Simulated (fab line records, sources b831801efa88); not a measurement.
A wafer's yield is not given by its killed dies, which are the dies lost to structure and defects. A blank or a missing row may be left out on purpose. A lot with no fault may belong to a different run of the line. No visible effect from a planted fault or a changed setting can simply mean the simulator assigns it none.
Comparing a struck lot with a sound one -- flow sky130 -- 15 steps out of a route of 708
Sound: these wafers, L663.1, L663.3, L663.6. Struck: wafer L656.1 (left out: L656.2, L656.5 of the same lot, which were not struck); the cause appears at the end.
Order at every step that has rows: each side's tool, ch and its chambers, its first start. Under that, the readings that differ: sound wafers -- struck wafers -- difference of the means -- sigmas: that difference in standard deviations of wafers without a fault.
alike: readings whose means differ by less than 2 such deviations, and words and numbers that are the same on both sides. not compared: withheld readings, readings that some wafer has no value for, bounds like >300 that may hide the same value, and numbers for which the record gives no deviation and whose values overlap.
The two part at a step that has a row with sigmas, a row that says differs or no value, or rows on one side only. Numbers that have no deviation but don't overlap get no sigmas and don't part them. A reading that every wafer of one side lacks parts them only if that side has two wafers or more.

first, 6 steps without rows for these wafers: SKY_METAL5_HMDS_08 (prime time 60 s); SKY_METAL5_COAT_09 (resist thk 1800 nm); SKY_METAL5_SOFTBAKE_10 (time 60 s); SKY_METAL5_EXPOSE_11 (exposes mask MM5, target cd 1600 nm); SKY_METAL5_PEB_12; SKY_METAL5_DEVELOP_13 (develop time 60 s).
SKY_METAL5_DESCUM_14: chemistry O2, time 11 s.
  sound on rie metal-01 ch 0,1, day 49 08:07; struck on rie metal-01 ch 1, day 47 13:46
  alike: drypump motor current A, oes product au
  not compared: rf hours counter h
SKY_METAL5_METAL_ETCH_15: etches the open film in Cl2/BCl3, stops on SiO2, target depth 1260 nm, time 252 s.
  sound on rie metal-01 ch 0,1, day 49 08:08; struck on rie metal-01 ch 1, day 47 13:47
  alike: drypump motor current A, oes product au, throttle valve pct
  not compared: rf hours counter h
SKY_METAL5_STRIP_16: strips in O2/N2.
  sound on plasma asher-03 ch 0,1, day 49 08:23; struck on plasma asher-01 ch 0, day 47 14:02
  alike: drypump motor current A, oes product au, strip time to endpoint s
  not compared: rf hours counter h
then, 3 steps without rows for these wafers: SKY_METAL5_STRIP_17 (strips in post etch residue remover, time 1200 s); SKY_METAL5_CLEAN_18 (cleans in IPA, time 180 s); SKY_METAL5_CLEAN_19 (cleans in O3/DIW).
SKY_PASSIVATION_CVD_00: deposits SiO2, target thk 90 nm.
  sound on pecvd-02 ch 0,1,2, day 49 08:59; struck on pecvd-04 ch 0, day 47 14:37
  alike: heater power outer w, heater power w
SKY_PASSIVATION_THK_MEAS_01:
  sound: film metro-04 at day 49 09:00; struck: film metro-02 at day 47 14:58
reading,sound,struck,difference,sigmas
PASSIVATION_CVD_00_THK (nm),89.5 87.8 91.3,81.9,-7.6,-5
  not compared: hold
SKY_PASSIVATION_CVD_02: deposits Si3N4, target thk 540 nm.
  sound on pecvd-04 ch 0,2, day 49 09:04; struck on pecvd-02 ch 2, day 47 16:11
reading,sound,struck,difference,sigmas
hold,- - -,await dispo/1.2h/release,no value on the sound wafers,
  alike: heater power outer w, heater power w

## WHERE THEY PART
Last at SKY_PASSIVATION_CVD_02 as far as this record goes, first at SKY_PASSIVATION_THK_MEAS_01.

WHY: what the simulator had put in
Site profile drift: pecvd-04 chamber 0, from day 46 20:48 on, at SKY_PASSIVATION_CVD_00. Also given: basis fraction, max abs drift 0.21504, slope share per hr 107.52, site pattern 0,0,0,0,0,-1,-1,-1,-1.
